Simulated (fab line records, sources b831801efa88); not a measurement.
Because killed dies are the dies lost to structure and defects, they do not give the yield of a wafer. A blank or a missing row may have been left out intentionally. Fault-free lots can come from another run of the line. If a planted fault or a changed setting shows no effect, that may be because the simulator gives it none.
What tool caused it? ; flow gf180mcu ; 33 wafers from 11 lots sampled at 5 of the route's 602 steps

== WHAT THE GAUGES READ, wafer by wafer ==
GF_STI_THK_MEAS_30. Usual: STI_OXIDATION_02_THK 10.10 nm, standard deviation 0.15.
lot;measured;on;STI_OXIDATION_02_THK (nm);flag
L521;day 2 11:01;filmMetro-02;10.00 10.11 10.18;
L522;day 3 02:13;filmMetro-02;10.19 10.25 10.39;
L523;day 3 02:13;filmMetro-04;10.11 10.10 10.11;
L526;day 3 14:55;filmMetro-01;10.21 10.26 10.18;
L532;day 4 13:40;filmMetro-02;9.97 10.06 9.88;
L533;day 4 20:03;filmMetro-02;10.19 10.01 10.11;
L534;day 4 23:35;filmMetro-01;9.82 10.04 10.10;
L535;day 5 09:53;filmMetro-04;10.08 10.10 10.11;
L536;day 5 11:55;filmMetro-01;9.99 9.99 10.08;
L539;day 6 03:01;filmMetro-02;10.04 10.12 10.13;
L543;day 6 23:49;filmMetro-01;10.01 10.05 9.87;

GF_POLY_GATE_CD_MEAS_10: the cd target is 280 nm. Usual: cdNm reads 280.2 nm (standard deviation 1.4).
lot;measured;on;cdNm (nm);flag
L521;day 9 06:13;cdSem-02;282.3 281.2 281.9;
L522;day 10 02:47;cdSem-01;280.4 279.7 280.8;
L523;day 10 03:08;cdSem-01;277.7 278.1 278.1;
L526;day 10 20:52;cdSem-02;278.5 279.6 279.3;
L532;day 12 03:41;cdSem-02;332.3 331.7 331.9;OFF
L533;day 12 14:28;cdSem-01;320.2 321.5 319.6;OFF
L534;day 12 20:23;cdSem-02;280.0 280.5 280.7;
L535;day 13 06:44;cdSem-02;280.8 280.6 280.9;
L536;day 13 11:54;cdSem-02;279.2 279.9 279.3;
L539;day 14 08:45;cdSem-02;280.4 278.3 279.0;
L543;day 15 15:22;cdSem-01;279.1 279.0 278.8;

GF_POLY_GATE_CD_MEAS_18. Usual: cdNm reads 279.2 nm (standard deviation 1.6).
lot;measured;on;cdNm (nm);flag
L521;day 9 08:46;cdSem-02;281.6 278.2 282.2;
L522;day 10 04:49;cdSem-02;277.6 277.8 278.8;
L523;day 10 06:03;cdSem-01;277.7 277.2 279.1;
L526;day 10 23:41;cdSem-02;276.4 278.2 278.8;
L532;day 12 06:04;cdSem-02;330.1 329.7 328.9;OFF
L533;day 12 16:22;cdSem-01;318.2 319.7 319.1;OFF
L534;day 12 23:51;cdSem-01;277.0 277.4 278.8;
L535;day 13 09:12;cdSem-02;280.1 278.0 279.7;
L536;day 13 14:26;cdSem-02;278.4 280.5 280.3;
L539;day 14 15:02;cdSem-02;280.2 278.2 280.8;
L543;day 15 17:52;cdSem-01;277.3 278.5 277.0;

GF_V2_THK_MEAS_01. Usual: V2_CVD_00_THK 600 nm, standard deviation 8.1.
lot;measured;on;V2_CVD_00_THK (nm);flag
L521;day 19 05:29;filmMetro-01;577 596 588;
L522;day 20 08:47;filmMetro-03;609 591 604;
L523;day 20 11:55;filmMetro-01;585 594 618;
L526;day 21 09:16;filmMetro-01;605 585 606;
L532;day 22 22:55;filmMetro-03;605 594 597;
L533;day 23 11:17;filmMetro-01;603 600 620;
L534;day 23 18:53;filmMetro-01;596 604 590;
L535;day 24 05:45;filmMetro-01;605 596 597;
L536;day 24 11:37;filmMetro-01;596 598 598;
L539;day 25 15:24;filmMetro-04;602 600 613;
L543;day 26 17:27;filmMetro-01;607 591 606;

== TOOL THAT RAN EACH LOT (tool first, then ch and the chambers of the sampled wafers, then the start) ==
lot;GF_POLY_GATE_EXPOSE_07
L521;krfScanner-01 ch 0, day 8 21:48
L522;krfScanner-02 ch 0, day 9 18:24
L523;krfScanner-01 ch 0, day 9 18:48
L526;krfScanner-01 ch 0, day 10 11:55
L532;krfScanner-02 ch 0, day 11 18:41
L533;krfScanner-02 ch 0, day 12 05:08
L534;krfScanner-01 ch 0, day 12 11:47
L535;krfScanner-01 ch 0, day 12 21:01
L536;krfScanner-01 ch 0, day 13 02:16
L539;krfScanner-01 ch 0, day 13 21:58
L543;krfScanner-01 ch 0, day 15 04:46
- GF_POLY_GATE_EXPOSE_07: exposes mask Poly2, target cd 280 nm.

== AS READ BY THE TOOLS THEMSELVES (means over the sampled wafers that have a number; for cases with no such wafer, the mark the record gives instead) ==
GF_POLY_GATE_EXPOSE_07. Usual: exposureDoseMJCm2 27.998, standard deviation 0.025; reticleTempC 22.98 C, standard deviation 0.11.
lot;tool;exposureDoseMJCm2;reticleTempC (C);flag
L521;krfScanner-01;27.987;22.99;
L522;krfScanner-02;27.958;23.26;
L523;krfScanner-01;28.019;22.91;
L526;krfScanner-01;27.996;23.02;
L532;krfScanner-02;20.048;22.88;OFF
L533;krfScanner-02;21.647;22.99;OFF
L534;krfScanner-01;28.002;23.03;
L535;krfScanner-01;27.996;22.88;
L536;krfScanner-01;28.000;23.00;
L539;krfScanner-01;28.013;22.89;
L543;krfScanner-01;27.997;22.92;

== THE ANSWER, worked out from the rows above alone ==
Rule: a lot counts as off when the mean over its wafers that have a number is more than 3 standard deviations away from the usual mean. Also off: a lot with no number at a reading for which 4 or more lots have one. The other lots that the step has rows for count as sound. Order of review: gauges by route order, followed by the tools' own readings, for which a lot's mean as printed above is used. At the first step where some lot is off, the reading lying furthest off is the one used; lots without a number count as furthest.
Off: L532, L533, at GF_POLY_GATE_CD_MEAS_10 (cdNm).
If a tool, at a process step before that reading, ran all the lots that are off and no sound lot after the first of them, it fits. Not tried: the gauges at GF_POLY_GATE_CD_MEAS_10; whatever is off there is also off at GF_POLY_GATE_EXPOSE_07, on other tools, and gauge error can't account for it. One fits: krfScanner-02 at GF_POLY_GATE_EXPOSE_07. A fault onset in the window from L522 (day 9 18:24, its last sound lot) to L532 (day 11 18:41, its first lot off) fits.
The tool's own readings at GF_POLY_GATE_EXPOSE_07 bear it out: on the lots that are off they differ by more than 5 times the standard deviation of the sound lots' means. exposureDoseMJCm2 reads 20.847 there against 27.996 on the sound lots.

== WHAT THE SIMULATOR HAD INSERTED ==
Process parameter drift: krfScanner-02, from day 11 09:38 on, at GF_POLY_GATE_EXPOSE_07. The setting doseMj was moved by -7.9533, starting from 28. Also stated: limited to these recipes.
Shown lots that were struck: L532, L533. This agrees with what the rule above found.
